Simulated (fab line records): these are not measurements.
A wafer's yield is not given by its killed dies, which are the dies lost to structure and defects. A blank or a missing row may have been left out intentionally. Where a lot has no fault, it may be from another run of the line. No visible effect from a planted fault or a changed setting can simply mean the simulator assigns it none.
Which tool was responsible? || flow sfq-line || 45 wafers from 15 lots sampled at 2 of the route's 325 steps

WHAT THE GAUGES SHOWED, per wafer
SFQ_M4_RS_MEAS_924: measurement is done with a four-point probe.
{"lot": "L983", "measured": "day 37 11:53", "on": "film-metro-01", "M4_NB_RS (ohm/sq)": "0.882 0.881 0.876"}
{"lot": "L985", "measured": "day 43 15:24", "on": "film-metro-04", "M4_NB_RS (ohm/sq)": "0.895 0.882 0.898"}
{"lot": "L987", "measured": "day 44 02:12", "on": "film-metro-01", "M4_NB_RS (ohm/sq)": "0.878 0.868 0.863"}
{"lot": "L988", "measured": "day 44 10:50", "on": "film-metro-04", "M4_NB_RS (ohm/sq)": "0.441 0.442 0.441"}
{"lot": "L989", "measured": "day 45 02:25", "on": "film-metro-02", "M4_NB_RS (ohm/sq)": "0.443 0.446 0.444"}
{"lot": "L995", "measured": "day 46 23:49", "on": "film-metro-01", "M4_NB_RS (ohm/sq)": "0.435 0.440 0.441"}
{"lot": "L997", "measured": "day 47 20:31", "on": "film-metro-01", "M4_NB_RS (ohm/sq)": "0.888 0.897 0.891"}
{"lot": "L998", "measured": "day 47 21:20", "on": "film-metro-04", "M4_NB_RS (ohm/sq)": "0.893 0.908 0.902"}
{"lot": "L100", "measured": "day 48 08:02", "on": "film-metro-04", "M4_NB_RS (ohm/sq)": "0.889 0.908 0.910"}
{"lot": "L101", "measured": "day 48 11:31", "on": "film-metro-01", "M4_NB_RS (ohm/sq)": "0.887 0.881 0.895"}
{"lot": "L102", "measured": "day 48 17:32", "on": "film-metro-01", "M4_NB_RS (ohm/sq)": "0.893 0.905 0.906"}
{"lot": "L103", "measured": "day 49 00:44", "on": "film-metro-04", "M4_NB_RS (ohm/sq)": "0.888 0.882 0.893"}
{"lot": "L104", "measured": "day 50 16:27", "on": "film-metro-02", "M4_NB_RS (ohm/sq)": "0.898 0.896 0.913"}
{"lot": "L105", "measured": "day 51 08:35", "on": "film-metro-01", "M4_NB_RS (ohm/sq)": "0.890 0.885 0.896"}
{"lot": "L106", "measured": "day 51 16:31", "on": "film-metro-04", "M4_NB_RS (ohm/sq)": "0.882 0.896 0.892"}

WHICH TOOL RAN EACH LOT (tool, then ch and the chambers of the sampled wafers, then the start)
{"lot": "L983", "SFQ_TRILAYER_M4_DEP_SPUTTER_091": "pvd-sputter-03, day 37 11:44"}
{"lot": "L985", "SFQ_TRILAYER_M4_DEP_SPUTTER_091": "pvd-sputter-05, day 43 15:16"}
{"lot": "L987", "SFQ_TRILAYER_M4_DEP_SPUTTER_091": "pvd-sputter-06, day 44 02:04"}
{"lot": "L988", "SFQ_TRILAYER_M4_DEP_SPUTTER_091": "pvd-sputter-05, day 44 10:28"}
{"lot": "L989", "SFQ_TRILAYER_M4_DEP_SPUTTER_091": "pvd-sputter-05, day 45 02:04"}
{"lot": "L995", "SFQ_TRILAYER_M4_DEP_SPUTTER_091": "pvd-sputter-03, day 46 23:25"}
{"lot": "L997", "SFQ_TRILAYER_M4_DEP_SPUTTER_091": "pvd-sputter-06, day 47 20:25"}
{"lot": "L998", "SFQ_TRILAYER_M4_DEP_SPUTTER_091": "pvd-sputter-05, day 47 21:14"}
{"lot": "L100", "SFQ_TRILAYER_M4_DEP_SPUTTER_091": "pvd-sputter-05, day 48 07:57"}
{"lot": "L101", "SFQ_TRILAYER_M4_DEP_SPUTTER_091": "pvd-sputter-06, day 48 11:25"}
{"lot": "L102", "SFQ_TRILAYER_M4_DEP_SPUTTER_091": "pvd-sputter-05, day 48 17:25"}
{"lot": "L103", "SFQ_TRILAYER_M4_DEP_SPUTTER_091": "pvd-sputter-05, day 49 00:37"}
{"lot": "L104", "SFQ_TRILAYER_M4_DEP_SPUTTER_091": "pvd-sputter-03, day 50 16:19"}
{"lot": "L105", "SFQ_TRILAYER_M4_DEP_SPUTTER_091": "pvd-sputter-05, day 51 08:27"}
{"lot": "L106", "SFQ_TRILAYER_M4_DEP_SPUTTER_091": "pvd-sputter-05, day 51 16:24"}
- SFQ_TRILAYER_M4_DEP_SPUTTER_091: material Nb, target thk 200 nm, time 133.3 s.

WHAT THE TOOLS THEMSELVES READ (means of the sampled wafers that have a number; where no wafer has one, the mark that the record gives instead)
SFQ_TRILAYER_M4_DEP_SPUTTER_091.
{"lot": "L983", "tool": "pvd-sputter-03", "throttle-valve-pct (%)": 29.9}
{"lot": "L985", "tool": "pvd-sputter-05", "throttle-valve-pct (%)": 30.5}
{"lot": "L987", "tool": "pvd-sputter-06", "throttle-valve-pct (%)": 30.2}
{"lot": "L988", "tool": "pvd-sputter-05", "throttle-valve-pct (%)": 30.5}
{"lot": "L989", "tool": "pvd-sputter-05", "throttle-valve-pct (%)": 30.4}
{"lot": "L995", "tool": "pvd-sputter-03", "throttle-valve-pct (%)": 30.1}
{"lot": "L997", "tool": "pvd-sputter-06", "throttle-valve-pct (%)": 29.8}
{"lot": "L998", "tool": "pvd-sputter-05", "throttle-valve-pct (%)": 30.9}
{"lot": "L100", "tool": "pvd-sputter-05", "throttle-valve-pct (%)": 30.4}
{"lot": "L101", "tool": "pvd-sputter-06", "throttle-valve-pct (%)": 29.9}
{"lot": "L102", "tool": "pvd-sputter-05", "throttle-valve-pct (%)": 30.0}
{"lot": "L103", "tool": "pvd-sputter-05", "throttle-valve-pct (%)": 30.1}
{"lot": "L104", "tool": "pvd-sputter-03", "throttle-valve-pct (%)": 30.3}
{"lot": "L105", "tool": "pvd-sputter-05", "throttle-valve-pct (%)": 30.0}
{"lot": "L106", "tool": "pvd-sputter-05", "throttle-valve-pct (%)": 30.7}

THE ANSWER, worked out from the rows above alone
Rule: the lots themselves supply what counts as usual. Put in order of their means at a reading, lots are off if they are a third of the lots or fewer, leave a main group of 4 or more, and stand apart from it by a gap of 3 or more times the standard deviation of the main group's means; of several such gaps the widest counts. If all means in a main group match to the digits the tables above print for the reading, that group is not used. Also off: a lot with no number at a reading for which 4 or more lots have one. The other lots that the step has rows for count as sound. After the gauges, taken in route order, come the tools' own readings; for these a lot's mean is taken, as printed above. The first step at which some lot is off is used, and at that step the reading that is off furthest; a lot without a number counts as furthest.
Off: L988, L989, L995, at SFQ_M4_RS_MEAS_924 (M4_NB_RS). Mean 0.891 ohm/sq and standard deviation 0.0094 in the main group.
If a tool, at a process step before that reading, ran all the lots that are off and no sound lot after the first of them, it fits. Those tools and the gauges at SFQ_M4_RS_MEAS_924 are tried in the same way. Not one of the candidates tried fits.

WHAT WAS PUT IN BY THE SIMULATOR
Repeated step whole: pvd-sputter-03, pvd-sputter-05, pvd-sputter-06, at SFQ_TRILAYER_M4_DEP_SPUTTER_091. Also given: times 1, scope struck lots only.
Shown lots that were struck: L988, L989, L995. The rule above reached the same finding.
